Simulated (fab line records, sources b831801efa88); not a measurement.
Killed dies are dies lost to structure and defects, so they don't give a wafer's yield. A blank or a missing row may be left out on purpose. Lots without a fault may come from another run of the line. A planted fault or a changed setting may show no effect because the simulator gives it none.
Problem report in the 8D (eight disciplines) form, filled by code | flow sky130 | the parts of the form that need people (team, actions taken, sign-off) are left out

1. THE PROBLEM
ramp_up_c_per_s at SKY_SD_N_RTA_14 reads a mean of 45.01 on 6 wafers of 2 lots; wafers without a fault read 150.00 with a standard deviation of 0.029. That is -99 or more standard deviations from the usual mean.
The step: time 2 s.
First seen on wafer L299.1, day 33 23:42, on rtp_anneal-02. The record holds 18 wafers of 6 lots with a number at this step. Rule for "out", or "out of limits": more than 4 standard deviations from the usual mean. The other wafers with a number count as sound.

2. WHAT IT IS AND WHAT IT IS NOT
question                    | is                     | is not
which readings at this step | ramp_up_c_per_s        | anneal_temp_c_max, lamp_power_pct, ramp_down_c_per_s, wafer_temp_C_max
which lots                  | L299, L301             | L284, L286, L290, L302
which wafers of those lots  | all that have a number | -
read on which tools         | rtp_anneal-02          | rtp_anneal-01
when                        | from day 33 23:42      | up to then (9 sound wafers); but 3 sound wafers of L302 came after

3. SUSPECTS, AND WHAT RULES EACH OUT
Counting: a tool at a process step up to the reading stays a suspect if it ran every lot that is out and no sound lot after the first of them.
- plasma_asher-03 at SKY_SD_N_STRIP_11 (strips in O2/N2): kept. It ran every lot that is out, first L299 (day 33 23:29), and no sound lot after that.
- rtp_anneal-02 at SKY_SD_N_RTA_14 (time 2 s): kept. It ran every lot that is out, first L299 (day 33 23:42), and no sound lot after that; its last sound lot up to then is L284 (day 29 12:22). Its own readings are out on those wafers: ramp_up_c_per_s.
Left after counting: plasma_asher-03 at SKY_SD_N_STRIP_11, rtp_anneal-02 at SKY_SD_N_RTA_14.

4. THE CAUSE (what the simulator had put in)
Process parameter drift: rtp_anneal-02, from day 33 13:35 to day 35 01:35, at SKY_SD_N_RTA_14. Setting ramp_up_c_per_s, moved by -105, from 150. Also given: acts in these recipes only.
Counting left 2 suspects, and this tool is among them.

5. THE CHAIN OF EFFECTS, in route order
Each row: a reading whose mean over the struck wafers that have a number lies more than 3 standard deviations from the usual. Only readings for which the record gives a usual standard deviation are gone through. hours: the time from each lot's start at the first step in this table that gives one to its start at this step, as a median over the lots. sigmas: the change in usual standard deviations.
hours | step            | reading         | usual  | on struck wafers | change  | sigmas
0     | SKY_SD_N_RTA_14 | ramp_up_c_per_s | 150.00 | 45.01            | -104.99 | -99 or more
The process steps in it:
- SKY_SD_N_RTA_14: time 2 s.

6. WHAT WOULD HAVE CAUGHT IT SOONER
In this record the first reading out of limits was taken at day 33 23:42, 10 hours after the fault began at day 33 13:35.
